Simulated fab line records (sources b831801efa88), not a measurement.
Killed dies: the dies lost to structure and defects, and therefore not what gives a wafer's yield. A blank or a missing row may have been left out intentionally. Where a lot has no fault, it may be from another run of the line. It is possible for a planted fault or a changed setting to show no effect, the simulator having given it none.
fab line records	flow sky130
[record] lots = 11	wafers = 33	last_day = 50
route steps=708 shown FIELD_ISO@15 NWELL@63 VT_ADJUST_LVTN@104 PAD_OPEN@708
lots that met no fault: from a run of the same line without faults
start_h: the number of hours between the record's first day and the start of the first shown wafer of the lot	wait_h: hours elapsed since this lot's preceding step	" unchanged from the row above	L1.1+2: a row that stands for several wafers	- no value present, or no start provided	* or withheld: withheld	< > ~ a bound
route shown NAME@n: names a module that has steps shown in the file, with the first one's number in the route	usual: average and standard deviation across the fault-free wafers	same: alike in all rows	chamber/n: place in a boat	sites: readings site by site	_std_site: standard deviation across them	_edge_site: mean of outer sites minus mean of inner sites	radius_mm: how far each site lies from the wafer's centre	mask NAME#n: copy n	behind: the last tool/chamber to shape the wafer	hold: what put the lot on hold/how long, in hours/how the hold closed	device: names the non-switching transistor (n, p or np)	end of line: tests of these same wafers at the route's end	a step with no rows: only its recipe	killed: count of dies lost to structure and defects at first sort (not the wafer's yield)	map: the dies of a wafer, with x for killed, . for not killed, _ for no die there
set.NAME: the setting that was run; set.NAME@STEP: the one run at that earlier step	model.NAME: the simulator's own value behind a step, which no gauge read
route steps across a sampled set of lots; one table per step, one row per wafer
services: when a tool's chamber went out of use (start_h, in hours from the record's first day, below 0 if earlier), for how many hours, and the reason
[[steps]]
[step SKY_FIELD_ISO_ETCH_14]
[recipe] chemistry = N2/H2	target = BARC	ion_energy_ev = 200	source_w = 500	bias_w = 100	pressure_mtorr = 30	n2_flow_sccm = 100	h2_flow_sccm = 200	stop_on = SiO2	time_s = 45.9	target_depth_a = 600
[usual] drypump_motor_current_A = 5.7/0.6	oes_product_au = 0.854/0.0047	throttle_valve_pct = 13.225/0.0091
lot.wafer	tool	chamber	start_h	wait_h	drypump_motor_current_A	oes_product_au	rf_hours_counter_h	throttle_valve_pct
L666.1	rie_diel-01	0	44.35	0.1	5.0	0.854	151	13.238
L666.4	"	0	"	"	5.0	0.852	-	13.219
L666.6	"	2	"	"	5.6	0.855	-	13.220
L667.2	rie_diel-02	0	49.51	0.1	6.3	0.858	136	13.226
L667.4	"	1	"	"	5.6	0.857	85	13.239
L667.6	"	0	"	"	6.3	0.853	-	13.221
L669.1	rie_diel-02	1	58.85	0.1	5.6	0.862	85	13.211
L669.2	"	3	"	"	6.8	0.851	141	13.241
L669.3	"	0	"	"	6.3	0.850	136	13.229
L672.2	rie_diel-02	0	74.84	0.1	6.3	0.859	137	13.213
L672.3	"	3	"	"	6.8	0.855	141	13.227
L672.6	"	3	"	"	6.8	0.863	-	13.214
L674.3	rie_diel-04	1	84.55	0.1	6.3	0.854	40	13.212
L674.4	"	2	"	"	5.0	0.857	101	13.222
L674.5	"	1	"	"	6.3	0.853	-	13.212
L679.1	rie_diel-04	1	113.15	0.1	6.3	0.851	41	13.252
L679.2	"	0	"	"	5.0	0.850	37	13.217
L679.5	"	2	"	"	5.0	0.856	-	13.220
L681.2	rie_diel-04	0	126.39	0.1	5.1	0.851	38	13.218
L681.4	"	2	"	"	5.0	0.853	102	13.226
L681.5	"	0	"	"	5.0	0.853	-	13.216
L682.1	rie_diel-01	3	128.35	0.1	6.0	0.856	103	13.224
L682.2	"	1	"	"	5.7	0.854	68	13.217
L682.6	"	1	"	"	5.6	0.859	-	13.231
L683.1	rie_diel-04	1	134.39	0.1	6.3	0.847	41	13.210
L683.5	"	0	"	"	5.0	0.856	-	13.221
L683.6	"	1	"	"	6.3	0.864	-	13.233
L684.4	rie_diel-02	2	140.10	0.0	5.5	0.863	1	13.228
L684.5	"	0	"	"	6.3	0.852	-	13.232
L684.6	"	3	"	"	6.8	0.857	-	13.225
L686.4	rie_diel-04	0	148.41	0.0	5.1	0.849	38	13.218
L686.5	"	1	"	"	6.3	0.854	-	13.211
L686.6	"	0	"	"	5.0	0.851	-	13.223
[step SKY_NWELL_OVL_MEAS_10]
[usual] NWELL_00_OVL = 0.0/1.5
lot.wafer	tool	chamber	start_h	wait_h	NWELL_00_OVL[nm]
L666.1	overlay-01	-	113.42	-	-1.7
L666.4	"	-	"	"	-0.7
L666.6	"	-	"	"	-1.1
L667.2	overlay-01	-	124.84	-	-1.9
L667.4	"	-	"	"	-1.6
L667.6	"	-	"	"	-1.8
L669.1	overlay-01	-	133.49	-	-1.6
L669.2	"	-	"	"	-0.4
L669.3	"	-	"	"	-2.2
L672.2	overlay-02	-	142.58	-	-0.1
L672.3	"	-	"	"	1.1
L672.6	"	-	"	"	0.4
L674.3	overlay-02	-	147.95	-	1.6
L674.4	"	-	"	"	2.2
L674.5	"	-	"	"	2.0
L679.1	overlay-01	-	180.82	-	0.1
L679.2	"	-	"	"	-1.6
L679.5	"	-	"	"	0.4
L681.2	overlay-02	-	194.49	-	0.9
L681.4	"	-	"	"	-1.7
L681.5	"	-	"	"	0.0
L682.1	overlay-02	-	197.12	-	-1.1
L682.2	"	-	"	"	0.8
L682.6	"	-	"	"	-0.3
L683.1	overlay-02	-	203.68	-	-1.7
L683.5	"	-	"	"	-0.3
L683.6	"	-	"	"	-1.3
L684.4	overlay-01	-	215.84	-	0.2
L684.5	"	-	"	"	-0.5
L684.6	"	-	"	"	1.0
L686.4	overlay-01	-	221.35	-	1.3
L686.5	"	-	"	"	1.4
L686.6	"	-	"	"	2.4
[step SKY_VT_ADJUST_LVTN_OVL_MEAS_07]
[usual] VT_ADJUST_LVTN_OVL = -1.5/1.4
lot.wafer	tool	chamber	start_h	wait_h	VT_ADJUST_LVTN_OVL[nm]
L666.1	overlay-02	-	173.78	-	-0.6
L666.4	"	-	"	"	0.0
L666.6	"	-	"	"	0.1
L667.2	overlay-02	-	185.49	-	-2.9
L667.4	"	-	"	"	-2.9
L667.6	"	-	"	"	-2.1
L669.1	overlay-02	-	196.58	-	-1.6
L669.2	"	-	"	"	-1.5
L669.3	"	-	"	"	-3.3
L672.2	overlay-01	-	207.24	-	-1.0
L672.3	"	-	"	"	0.7
L672.6	"	-	"	"	-0.6
L674.3	overlay-02	-	211.10	-	-4.9
L674.4	"	-	"	"	-4.9
L674.5	"	-	"	"	-3.2
L679.1	overlay-02	-	251.48	-	-2.1
L679.2	"	-	"	"	-2.6
L679.5	"	-	"	"	-2.4
L681.2	overlay-01	-	265.99	-	-2.0
L681.4	"	-	"	"	-3.9
L681.5	"	-	"	"	-3.1
L682.1	overlay-01	-	270.18	-	-3.0
L682.2	"	-	"	"	-1.0
L682.6	"	-	"	"	-2.0
L683.1	overlay-01	-	275.28	-	-0.3
L683.5	"	-	"	"	-1.8
L683.6	"	-	"	"	-2.9
L684.4	overlay-02	-	291.39	-	-1.0
L684.5	"	-	"	"	-0.5
L684.6	"	-	"	"	-1.9
L686.4	overlay-01	-	297.35	-	-0.1
L686.5	"	-	"	"	1.4
L686.6	"	-	"	"	-1.9
[step SKY_VT_ADJUST_LVTN_EXPOSE_15]
[recipe] mask_id = HVN_STD_DERIVED	na = 0.6	source_shape = conventional	sigma_outer = 0.6	polarization = unpolarized	target_cd_nm = 600	dose_mj = 163
lot.wafer	tool	chamber	start_h	wait_h	mask
L666.1+4+6	iline_stepper-01	0	183.31	-	HVN_STD_DERIVED#0
L667.2+4+6	iline_stepper-02	0	198.07	-	HVN_STD_DERIVED#0
L669.1+2+3	iline_stepper-01	0	207.70	-	HVN_STD_DERIVED#0
L672.2+3+6	iline_stepper-01	0	218.57	-	HVTPM#0
L674.3+4+5	iline_stepper-01	0	223.30	-	HVN_STD_DERIVED#0
L679.1+2+5	iline_stepper-01	0	264.40	-	HVN_STD_DERIVED#0
L681.2+4+5	iline_stepper-02	0	279.45	-	HVN_STD_DERIVED#0
L682.1+2+6	iline_stepper-01	0	283.16	-	HVN_STD_DERIVED#0
L683.1+5+6	iline_stepper-02	0	288.11	-	HVN_STD_DERIVED#0
L684.4+5+6	iline_stepper-01	0	304.73	-	HVN_STD_DERIVED#0
L686.4+5+6	iline_stepper-01	0	310.42	-	HVN_STD_DERIVED#0
[step SKY_VT_ADJUST_LVTN_OVL_MEAS_18]
[usual] VT_ADJUST_LVTN_01_OVL = -0.4/1.2
lot.wafer	tool	chamber	start_h	wait_h	VT_ADJUST_LVTN_01_OVL[nm]
L666.1	overlay-02	-	195.53	0.1	-1.5
L666.4	"	-	"	"	0.1
L666.6	"	-	"	"	0.3
L667.2	overlay-02	-	208.84	0.1	-0.4
L667.4	"	-	"	"	0.5
L667.6	"	-	"	"	-0.1
L669.1	overlay-02	-	218.73	0.1	0.1
L669.2	"	-	"	"	-0.3
L669.3	"	-	"	"	-1.7
L672.2	overlay-01	-	229.69	0.1	-
L672.3	"	-	"	"	-
L672.6	"	-	"	"	-
L674.3	overlay-02	-	234.40	0.1	0.7
L674.4	"	-	"	"	-0.6
L674.5	"	-	"	"	-0.5
L679.1	overlay-01	-	276.48	0.1	-2.1
L679.2	"	-	"	"	-0.5
L679.5	"	-	"	"	-1.2
L681.2	overlay-01	-	292.39	0.1	-1.7
L681.4	"	-	"	"	-1.1
L681.5	"	-	"	"	-1.3
L682.1	overlay-01	-	296.98	0.1	0.7
L682.2	"	-	"	"	-0.7
L682.6	"	-	"	"	0.5
L683.1	overlay-02	-	301.53	0.1	-0.9
L683.5	"	-	"	"	0.4
L683.6	"	-	"	"	-2.3
L684.4	overlay-01	-	317.60	0.1	-0.1
L684.5	"	-	"	"	-0.4
L684.6	"	-	"	"	2.5
L686.4	overlay-01	-	323.85	0.1	0.1
L686.5	"	-	"	"	0.7
L686.6	"	-	"	"	1.6
[step SKY_VT_ADJUST_LVTN_TW_MEAS_21]
[usual] VT_ADJUST_LVTN_2_TW = 188.5/1.4
lot.wafer	tool	chamber	start_h	wait_h	hold	VT_ADJUST_LVTN_2_TW
L666.1	film_metro-04	-	195.81	0.1	-	190.3
L666.4	"	-	"	"	-	190.1
L666.6	"	-	"	"	-	190.9
L667.2	film_metro-01	-	209.13	0.1	-	189.4
L667.4	"	-	"	"	-	188.3
L667.6	"	-	"	"	-	188.1
L669.1	film_metro-04	-	219.01	0.1	-	189.8
L669.2	"	-	"	"	-	189.0
L669.3	"	-	"	"	-	190.3
L672.2	film_metro-01	-	229.98	0.1	await_dispo/0.2h/release	29.9
L672.3	"	-	"	"	await_dispo/0.2h/release	30.1
L672.6	"	-	"	"	await_dispo/0.2h/release	30.2
L672.2	film_metro-01	-	230.21	0.2	-	30.0
L672.3	"	-	"	"	-	30.2
L672.6	"	-	"	"	-	30.0
L674.3	film_metro-04	-	234.69	0.1	-	190.5
L674.4	"	-	"	"	-	189.6
L674.5	"	-	"	"	-	189.5
L679.1	film_metro-03	-	276.76	0.1	-	187.0
L679.2	"	-	"	"	-	187.7
L679.5	"	-	"	"	-	187.3
L681.2	film_metro-04	-	292.68	0.1	-	189.2
L681.4	"	-	"	"	-	189.6
L681.5	"	-	"	"	-	188.5
L682.1	film_metro-03	-	297.27	0.1	-	187.7
L682.2	"	-	"	"	-	188.0
L682.6	"	-	"	"	-	188.2
L683.1	film_metro-01	-	301.82	0.1	-	190.3
L683.5	"	-	"	"	-	190.1
L683.6	"	-	"	"	-	190.5
L684.4	film_metro-01	-	317.90	0.1	-	189.8
L684.5	"	-	"	"	-	190.7
L684.6	"	-	"	"	-	189.9
L686.4	film_metro-03	-	324.15	0.1	-	186.5
L686.5	"	-	"	"	-	186.9
L686.6	"	-	"	"	-	185.4
[step SKY_PAD_OPEN_PROBE_99]
[usual] defect_limited_yield = 82.6/2	killed_at_M0_to_M3 = 42/6.2	killed_at_M4_up = 3.0/1.8	killed_at_contacts = 25/5.9	killed_at_front_end = 15/4.5	killed_at_other = 0.2/0.45	killed_dies = 85/9.9	killed_open = 47/6.7	killed_short = 39/6.4	sort_bin_3_pad_short = 0.9/0.41	sort_bin_5_function = 10.2/1.4	sort_bin_6_memory = 6.3/1.1	sort_n_pass = 407/9.9	sort_yield_pct = 82.6/2
[same] gross_dies = 492	killed_at_back_side = 0	sort_bin_4_leakage[%] = 0	sort_bin_8_speed[%] = 0
lot.wafer	tool	chamber	start_h	wait_h	defect_limited_yield[%]	killed_at_M0_to_M3	killed_at_M4_up	killed_at_contacts	killed_at_front_end	killed_at_other	killed_dies	killed_open	killed_short	sort_bin_3_pad_short[%]	sort_bin_5_function[%]	sort_bin_6_memory[%]	sort_n_pass	sort_yield_pct[%]
L669.1	prober-02	-	1133.05	0.1	79.9	39	1	40	18	1	99	50	49	0.4	12.0	7.7	393	79.9
L669.2	prober-02	-	1133.10	0.1	81.7	47	4	24	14	1	90	52	38	0.4	10.4	7.5	402	81.7
L669.3	prober-02	-	1133.15	0.2	83.1	47	1	24	11	0	83	43	40	0.6	10.4	5.9	409	83.1
L674.3	prober-01	-	1151.94	0.2	79.9	47	3	26	23	0	99	56	43	1.0	12.2	6.9	393	79.9
L674.4	prober-01	-	1151.99	0.2	82.9	39	1	28	16	0	84	51	33	1.0	10.8	5.3	408	82.9
L674.5	prober-01	-	1152.04	0.2	76.4	59	5	26	25	1	116	64	52	0.2	14.0	9.3	376	76.4
L679.1	prober-01	-	1182.99	0.1	79.1	46	3	41	13	0	103	52	51	1.2	11.2	8.5	389	79.1
L679.2	prober-01	-	1183.04	0.1	79.9	50	3	28	17	1	99	50	49	0.8	11.8	7.5	393	79.9
L679.5	prober-01	-	1183.19	0.2	79.9	43	5	31	20	0	99	55	44	1.8	9.6	8.7	393	79.9
L681.2	prober-01	-	1188.26	0.1	83.9	35	7	23	14	0	79	33	46	1.0	8.3	6.7	413	83.9
L681.4	prober-01	-	1188.36	0.2	78.7	50	6	29	20	0	105	57	48	1.4	14.6	5.3	387	78.7
L681.5	prober-01	-	1188.41	0.2	81.3	47	6	19	20	0	92	50	42	1.0	10.4	7.3	400	81.3
L682.1	prober-02	-	1189.65	0.1	81.9	37	8	30	14	0	89	45	44	1.2	11.6	5.3	403	81.9
L682.2	prober-02	-	1189.70	0.1	84.3	38	4	21	14	0	77	42	35	0.6	9.6	5.5	415	84.3
L682.6	prober-02	-	1189.90	0.2	80.5	51	5	25	15	0	96	53	43	1.6	11.4	6.5	396	80.5
L684.4	prober-01	-	1204.73	0.2	81.9	45	2	21	21	0	89	46	43	1.4	11.0	5.7	403	81.9
L684.5	prober-01	-	1204.78	0.2	82.9	44	3	22	15	0	84	47	37	0.4	9.6	7.1	408	82.9
L684.6	prober-01	-	1204.83	0.2	80.1	49	4	27	18	0	98	48	50	1.4	12.0	6.5	394	80.1
L686.4	prober-02	-	1207.30	0.2	82.7	40	5	29	11	0	85	55	30	1.0	10.4	5.9	407	82.7
L686.5	prober-02	-	1207.35	0.2	84.8	39	2	22	12	0	75	44	31	0.6	8.9	5.7	417	84.8
L686.6	prober-02	-	1207.40	0.2	77.8	48	3	39	18	1	109	69	40	1.2	13.8	7.1	383	77.8
// killed by level:class
L669.1 CONTACT:geometric_particle:open=15 LI_CONTACT:geometric_particle:open=9 VIA1:geometric_particle:open=9 CONTACT:geometric_particle:short=8 METAL1:geometric_particle:short=6 LOCAL_INTERCONNECT:geometric_particle:short=6 VIA2:geometric_particle:open=5 VIA1:geometric_particle:short=5
L669.2 CONTACT:geometric_particle:open=13 VIA1:geometric_particle:open=12 METAL1:geometric_particle:short=7 VIA1:geometric_particle:short=6 POLY_GATE:geometric_particle:open=5 VIA3:geometric_particle:open=5 FIELD_ISO:geometric_particle:open=4 METAL2:geometric_particle:short=4
L669.3 VIA1:geometric_particle:open=12 VIA2:geometric_particle:open=8 CONTACT:geometric_particle:open=7 FIELD_ISO:geometric_particle:short=5 LI_CONTACT:geometric_particle:open=5 METAL3:geometric_particle:short=4 METAL2:geometric_particle:short=4 LI_CONTACT:geometric_particle:short=4
L674.3 VIA1:geometric_particle:open=13 CONTACT:geometric_particle:open=12 METAL2:geometric_particle:short=9 FIELD_ISO:geometric_particle:open=6 POLY_GATE:geometric_particle:open=6 LI_CONTACT:geometric_particle:open=6 VIA2:geometric_particle:short=5 VIA2:geometric_particle:open=5
L674.4 VIA1:geometric_particle:open=12 CONTACT:geometric_particle:open=11 LI_CONTACT:geometric_particle:open=8 VIA2:geometric_particle:open=6 METAL1:geometric_particle:short=5 POLY_GATE:geometric_particle:open=4 CONTACT:geometric_particle:short=4 FIELD_ISO:geometric_particle:open=3
L674.5 VIA3:geometric_particle:open=16 FIELD_ISO:geometric_particle:open=10 LI_CONTACT:geometric_particle:open=9 VIA1:geometric_particle:open=8 CONTACT:geometric_particle:open=6 METAL2:geometric_particle:short=6 VIA2:geometric_particle:open=6 CONTACT:geometric_particle:short=5
L679.1 CONTACT:geometric_particle:open=16 CONTACT:geometric_particle:short=9 LI_CONTACT:geometric_particle:open=8 FIELD_ISO:geometric_particle:short=7 VIA3:geometric_particle:open=6 VIA1:geometric_particle:open=6 LOCAL_INTERCONNECT:geometric_particle:short=5 METAL1:geometric_particle:short=5
L679.2 VIA1:geometric_particle:open=11 METAL1:geometric_particle:short=8 LOCAL_INTERCONNECT:geometric_particle:short=7 METAL2:geometric_particle:short=7 CONTACT:geometric_particle:open=6 FIELD_ISO:geometric_particle:open=5 LI_CONTACT:geometric_particle:open=5 CONTACT:geometric_particle:short=5
L679.5 LI_CONTACT:geometric_particle:open=10 CONTACT:geometric_particle:open=10 FIELD_ISO:geometric_particle:short=8 METAL2:geometric_particle:short=8 CONTACT:geometric_particle:short=6 METAL1:geometric_particle:open=6 POLY_GATE:geometric_particle:open=5 METAL2:geometric_particle:open=5
L681.2 METAL1:geometric_particle:short=9 FIELD_ISO:geometric_particle:short=7 VIA1:geometric_particle:open=6 LI_CONTACT:geometric_particle:open=6 CONTACT:geometric_particle:open=6 METAL4:geometric_particle:short=6 LI_CONTACT:geometric_particle:short=5 VIA3:geometric_particle:open=5
L681.4 CONTACT:geometric_particle:open=9 METAL2:geometric_particle:short=9 LI_CONTACT:geometric_particle:open=8 VIA1:geometric_particle:open=8 VIA3:geometric_particle:open=8 VIA2:geometric_particle:open=6 FIELD_ISO:geometric_particle:short=5 METAL4:geometric_particle:short=5
L681.5 VIA1:geometric_particle:open=13 METAL2:geometric_particle:short=9 FIELD_ISO:geometric_particle:short=7 CONTACT:geometric_particle:short=6 CONTACT:geometric_particle:open=6 VIA3:geometric_particle:open=6 METAL1:geometric_particle:short=5 FIELD_ISO:geometric_particle:open=4
L682.1 CONTACT:geometric_particle:open=13 LI_CONTACT:geometric_particle:open=7 VIA1:geometric_particle:open=7 METAL2:geometric_particle:short=7 FIELD_ISO:geometric_particle:short=6 METAL1:geometric_particle:short=6 METAL4:geometric_particle:short=5 VIA2:geometric_particle:open=4
L682.2 VIA1:geometric_particle:open=9 VIA2:geometric_particle:open=6 LOCAL_INTERCONNECT:geometric_particle:short=5 METAL2:geometric_particle:short=5 FIELD_ISO:geometric_particle:open=4 LI_CONTACT:geometric_particle:open=4 CONTACT:geometric_particle:short=4 CONTACT:geometric_particle:open=4
L682.6 VIA1:geometric_particle:open=11 CONTACT:geometric_particle:open=10 VIA3:geometric_particle:open=9 VIA2:geometric_particle:open=8 CONTACT:geometric_particle:short=7 METAL2:geometric_particle:short=6 VIA3:geometric_particle:short=5 FIELD_ISO:geometric_particle:open=4
L684.4 VIA3:geometric_particle:open=9 POLY_GATE:geometric_particle:open=8 CONTACT:geometric_particle:open=8 VIA1:geometric_particle:open=7 VIA2:geometric_particle:open=6 LOCAL_INTERCONNECT:geometric_particle:short=6 METAL2:geometric_particle:short=6 METAL3:geometric_particle:short=5
L684.5 CONTACT:geometric_particle:open=13 VIA1:geometric_particle:open=9 METAL1:geometric_particle:short=9 VIA2:geometric_particle:open=6 VIA1:geometric_particle:short=6 VIA3:geometric_particle:open=6 FIELD_ISO:geometric_particle:short=4 POLY_GATE:geometric_particle:short=4
L684.6 VIA1:geometric_particle:open=11 VIA3:geometric_particle:open=9 CONTACT:geometric_particle:short=8 VIA3:geometric_particle:short=7 CONTACT:geometric_particle:open=7 VIA1:geometric_particle:short=6 FIELD_ISO:geometric_particle:open=5 LI_CONTACT:geometric_particle:open=5
L686.4 CONTACT:geometric_particle:open=12 LI_CONTACT:geometric_particle:open=9 VIA1:geometric_particle:open=9 VIA3:geometric_particle:open=7 METAL2:geometric_particle:short=6 VIA1:geometric_particle:short=5 VIA2:geometric_particle:open=5 CONTACT:geometric_particle:short=4
L686.5 VIA2:geometric_particle:open=10 VIA1:geometric_particle:open=8 CONTACT:geometric_particle:open=8 LI_CONTACT:geometric_particle:open=6 VIA2:geometric_particle:short=5 FIELD_ISO:geometric_particle:short=4 METAL2:geometric_particle:short=4 VIA1:geometric_particle:short=4
L686.6 VIA2:geometric_particle:open=14 CONTACT:geometric_particle:open=12 VIA1:geometric_particle:open=11 LI_CONTACT:geometric_particle:open=9 CONTACT:geometric_particle:short=9 POLY_GATE:geometric_particle:open=7 FIELD_ISO:geometric_particle:open=5 METAL2:geometric_particle:short=5
[[services]]
tool	chamber	start_h	hours	kind
iline_stepper-01	-	22.96	1.7	pm
rie_diel-01	1	24.96	2.0	repair
rie_diel-02	0	38.89	3.8	repair
rie_diel-04	-	39.62	28.1	pm
rie_diel-01	3	41.67	8.4	repair
rie_diel-02	2	55.34	5.3	repair
rie_diel-01	-	61.87	0.3	repair
rie_diel-04	3	90.70	-	clean
rie_diel-04	3	90.70	25.3	scheduled_down
rie_diel-01	-	91.42	0.1	repair
rie_diel-02	0	101.40	9.2	repair
iline_stepper-01	-	119.02	5.6	repair
rie_diel-01	2	152.61	8.4	repair
rie_diel-01	0	185.30	1.5	repair
rie_diel-02	3	209.99	9.6	repair
iline_stepper-02	-	212.69	1.7	pm
iline_stepper-02	-	225.04	16.5	repair
rie_diel-02	0	228.08	3.9	repair
rie_diel-01	-	236.54	14.6	pm
rie_diel-02	3	240.40	10.0	repair
iline_stepper-01	-	241.52	1.7	pm
rie_diel-01	1	261.48	17.9	repair
rie_diel-04	0	296.46	4.7	repair
rie_diel-01	0	297.87	5.3	repair
[[key]]
[first_sign] step = SKY_VT_ADJUST_LVTN_EXPOSE_15	reading = mask	direction = changed
[effect] step = SKY_VT_ADJUST_LVTN_OVL_MEAS_18	reading = VT_ADJUST_LVTN_01_OVL	direction = missing
[effect] step = SKY_VT_ADJUST_LVTN_TW_MEAS_21	reading = visit	direction = added
[effect] step = SKY_VT_ADJUST_LVTN_TW_MEAS_21	reading = VT_ADJUST_LVTN_2_TW	direction = down	sigmas = 99+	usual = 188.5	struck = 30.1
met_at SKY_VT_ADJUST_LVTN_EXPOSE_15
struck_lots L672
scrapped_behind SKY_VT_ADJUST_LVTN_TW_MEAS_21 L672.2,L672.3,L672.6
not_acting_at SKY_FIELD_ISO_ETCH_14,SKY_NWELL_OVL_MEAS_10,SKY_VT_ADJUST_LVTN_OVL_MEAS_07
onset_between 207.70 218.57
[fault] kind = wrong_mask	tool = any	chamber = -	onset_h = 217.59	steps = SKY_VT_ADJUST_LVTN_EXPOSE_15	aux_copy = HVTPM#0	scope = struck_lots_only
